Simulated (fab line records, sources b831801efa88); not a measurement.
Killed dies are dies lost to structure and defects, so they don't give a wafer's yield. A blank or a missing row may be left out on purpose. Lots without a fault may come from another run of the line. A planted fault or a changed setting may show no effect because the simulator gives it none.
A struck lot beside a sound one | flow sfq_line | 42 steps out of a route of 325
Sound: wafers L812.1, L812.3, L812.5. Struck: wafer L831.5. (L831.1, L831.2 of the same lot were not struck and are left out.) The cause comes at the end.
At each step with rows: each side's tool, then ch and its chambers, then its first start. Under that, the readings that differ: sound wafers | struck wafers | difference of the means | sigmas: that difference in standard deviations of wafers without a fault.
alike: readings whose means differ by less than 2 such deviations, and words and numbers that are the same on both sides. not compared: withheld readings, readings that some wafer has no value for, bounds like >300 that may hide the same value, and numbers for which the record gives no deviation and whose values overlap.
The two part at a step that has a row with sigmas, a row that says differs or no value, or rows on one side only. Numbers that don't overlap but have no deviation are shown without sigmas and don't part them. A reading that every wafer of one side lacks parts them only if that side has two wafers or more.

first, 6 steps without rows for these wafers: SFQ_TRILAYER_I2_VIA_LITHO_COAT_072 (resist thk 62 nm); SFQ_TRILAYER_I2_VIA_LITHO_COAT_067 (resist thk 650 nm); SFQ_TRILAYER_I2_VIA_LITHO_SOFTBAKE_071; SFQ_TRILAYER_I2_VIA_LITHO_EXPOSE_068 (exposes mask I2, target cd 500 nm); SFQ_TRILAYER_I2_VIA_LITHO_PEB_070 (peb time 60 s); SFQ_TRILAYER_I2_VIA_LITHO_DEVELOP_069 (time 60 s).
SFQ_I2_OVL_MEAS_918:
  sound on overlay-02, day 23 12:50; struck on overlay-01, day 32 22:56
  alike: I2_OVL
SFQ_TRILAYER_I2_VIA_BARC_OPEN_VIA_ETCH_096: etches BARC in O2, target depth 125 nm, time 41.7 s.
  sound on rie_diel-03 ch 1,2,3, day 23 12:52; struck on rie_diel-02 ch 3, day 32 22:58
  reading               | sound             | struck | difference | sigmas
  oes_product_au (a.u.) | 0.692 0.686 0.693 | 0.679  | -0.011     | -3
  alike: drypump_motor_current_A, rf_fwd_power_W
  not compared: rf_hours_counter_h
then, 4 steps without rows for these wafers: SFQ_TRILAYER_I2_VIA_ETCH_VIA_ETCH_070 (etches SiO2 in CHF3, stops on Nb, target depth 260 nm); SFQ_TRILAYER_I2_VIA_STRIP_STRIP_071 (strips in O2); SFQ_TRILAYER_I2_VIA_STRIP_SOLV_CLEAN_072 (cleans in NMP, time 600 s); SFQ_TRILAYER_M3_DEP_PRE_CLEAN_074 (time 22.5 s).
SFQ_TRILAYER_M3_DEP_SPUTTER_073: material Nb, target thk 200 nm, time 133.3 s.
  sound on pvd_sputter-06, day 23 13:50; struck on pvd_sputter-06, day 32 23:56
  reading                                             | sound             | struck | difference | sigmas
  model.Nb_of_TRILAYER_M3_DEP_SPUTTER_073.thk_nm (nm) | 198.3 199.3 197.2 | 133    | -65        |
  alike: throttle_valve_pct
SFQ_M3_RS_MEAS_919: measures by four-point-probe.
  sound on film_metro-03, day 23 13:55; struck on film_metro-01, day 33 00:01
  reading           | sound             | struck | difference | sigmas
  M3_NB_RS (ohm/sq) | 0.895 0.891 0.902 | 1.343  | +0.447     | +41
then, 6 steps without rows for these wafers: SFQ_TRILAYER_M3_LITHO_COAT_080 (resist thk 62 nm); SFQ_TRILAYER_M3_LITHO_COAT_075 (resist thk 600 nm); SFQ_TRILAYER_M3_LITHO_SOFTBAKE_079; SFQ_TRILAYER_M3_LITHO_EXPOSE_076 (exposes mask M3, target cd 500 nm); SFQ_TRILAYER_M3_LITHO_PEB_078 (peb time 60 s); SFQ_TRILAYER_M3_LITHO_DEVELOP_077 (time 60 s).
-- the record jumps here: 6 days lie between the struck wafers' starts before and after --
SFQ_M3_OVL_MEAS_921:
  sound on overlay-01, day 24 03:02; struck on overlay-02, day 39 06:51
  reading     | sound  | struck | difference | sigmas
  M3_OVL (nm) | 6 3 -9 | 11     | +11        | +2
SFQ_TRILAYER_M3_BARC_OPEN_METAL_ETCH_100: etches BARC in O2, target depth 125 nm, time 41.7 s.
  sound on rie_metal-02 ch 0, day 24 03:04; struck on rie_metal-02 ch 1, day 39 06:53
  alike: drypump_motor_current_A, he_backside_leak_sccm, oes_product_au, rf_fwd_power_W
  not compared: rf_hours_counter_h
SFQ_TRILAYER_M3_ETCH_METAL_ETCH_078: etches Nb in Cl2/Ar, stops on SiO2, target depth 240 nm, time 120 s.
  sound on rie_metal-02 ch 0, day 24 03:08; struck on rie_metal-02 ch 1, day 39 06:56
  reading               | sound             | struck | difference | sigmas
  oes_product_au (a.u.) | 0.892 0.890 0.879 | 0.717  | -0.170     | -23
  alike: drypump_motor_current_A, he_backside_leak_sccm, rf_fwd_power_W
  not compared: rf_hours_counter_h
then, 2 steps without rows for these wafers: SFQ_TRILAYER_M3_STRIP_STRIP_079 (strips in O2); SFQ_TRILAYER_M3_STRIP_SOLV_CLEAN_080 (cleans in NMP, time 600 s).
SFQ_TRILAYER_I3_DEP_PECVD_081: deposits SiO2 from SiH4/N2O, time 111.11 s, target thk 500 nm.
  sound on pecvd-03 ch 0,1,2, day 24 04:02; struck on pecvd-04 ch 2, day 39 07:50
  alike: heater_power_outer_w, heater_power_w, rf_fwd_power_W, throttle_valve_pct
then, 1 step without rows for these wafers: SFQ_TRILAYER_I3_CMP_CMP_082 (polishes SiO2).
SFQ_I3_BOW_MEAS_922:
  sound on film_metro-01, day 24 23:12; struck on film_metro-01, day 39 11:14
  alike: I3_BOW
then, 7 steps without rows for these wafers: SFQ_TRILAYER_I3_METRO_MEASURE_083; SFQ_TRILAYER_I3_VIA_LITHO_COAT_090 (resist thk 62 nm); SFQ_TRILAYER_I3_VIA_LITHO_COAT_085 (resist thk 650 nm); SFQ_TRILAYER_I3_VIA_LITHO_SOFTBAKE_089; SFQ_TRILAYER_I3_VIA_LITHO_EXPOSE_086 (exposes mask I3, target cd 500 nm); SFQ_TRILAYER_I3_VIA_LITHO_PEB_088 (peb time 60 s); SFQ_TRILAYER_I3_VIA_LITHO_DEVELOP_087 (time 60 s).
SFQ_I3_OVL_MEAS_923:
  sound on overlay-01, day 30 15:16; struck on overlay-02, day 39 15:29
  alike: I3_OVL
then, 1 step without rows for these wafers: SFQ_TRILAYER_I3_VIA_BARC_OPEN_VIA_ETCH_121 (etches BARC in O2, target depth 125 nm, time 41.7 s).
SFQ_TRILAYER_I3_VIA_ETCH_VIA_ETCH_088: etches SiO2 in CHF3, stops on Nb, target depth 260 nm.
  sound on rie_diel-04 ch 0,3, day 30 15:20; struck on rie_diel-03 ch 1, day 39 15:34
  alike: drypump_motor_current_A, oes_product_au, rf_fwd_power_W
SFQ_TRILAYER_I3_VIA_STRIP_STRIP_089: strips in O2.
  sound on rie_metal-01 ch 0,1, day 30 15:27; struck on rie_metal-03 ch 1, day 39 15:41
  reading                     | sound       | struck | difference | sigmas
  drypump_motor_current_A (A) | 5.3 5.4 5.4 | 6.4    | +1.0       | +2
  alike: he_backside_leak_sccm, oes_product_au
  not compared: rf_hours_counter_h
then, 2 steps without rows for these wafers: SFQ_TRILAYER_I3_VIA_STRIP_SOLV_CLEAN_090 (cleans in NMP, time 600 s); SFQ_TRILAYER_M4_DEP_PRE_CLEAN_092 (time 22.5 s).
-- the record jumps here: 47 days lie between the struck wafers' starts before and after --
SFQ_M8_BOW_MEAS_951:
  sound on film_metro-04, day 81 13:52; struck on film_metro-04, day 86 21:31
  reading                 | sound               | struck | difference | sigmas
  model.etest.m3.ohm_um   | 1.794 1.787 1.806   | 2.678  | +0.882     |
  model.etest.i2.link_ohm | 1.981 1.972 1.988   | 2.512  | +0.532     |
  model.etest.m3.ohm_sq   | 0.8966 0.892 0.9015 | 1.337  | +0.440     |
  model.etest.i3.link_ohm | 1.974 1.973 1.959   | 2.416  | +0.447     |
  alike: M8_BOW

WHERE THEY PART
First at SFQ_TRILAYER_I2_VIA_BARC_OPEN_VIA_ETCH_096; last, within this record, at SFQ_TRILAYER_I3_VIA_STRIP_STRIP_089. Later steps at which nothing parts them and some readings are alike: SFQ_M8_BOW_MEAS_951.

WHY: what the simulator had put in
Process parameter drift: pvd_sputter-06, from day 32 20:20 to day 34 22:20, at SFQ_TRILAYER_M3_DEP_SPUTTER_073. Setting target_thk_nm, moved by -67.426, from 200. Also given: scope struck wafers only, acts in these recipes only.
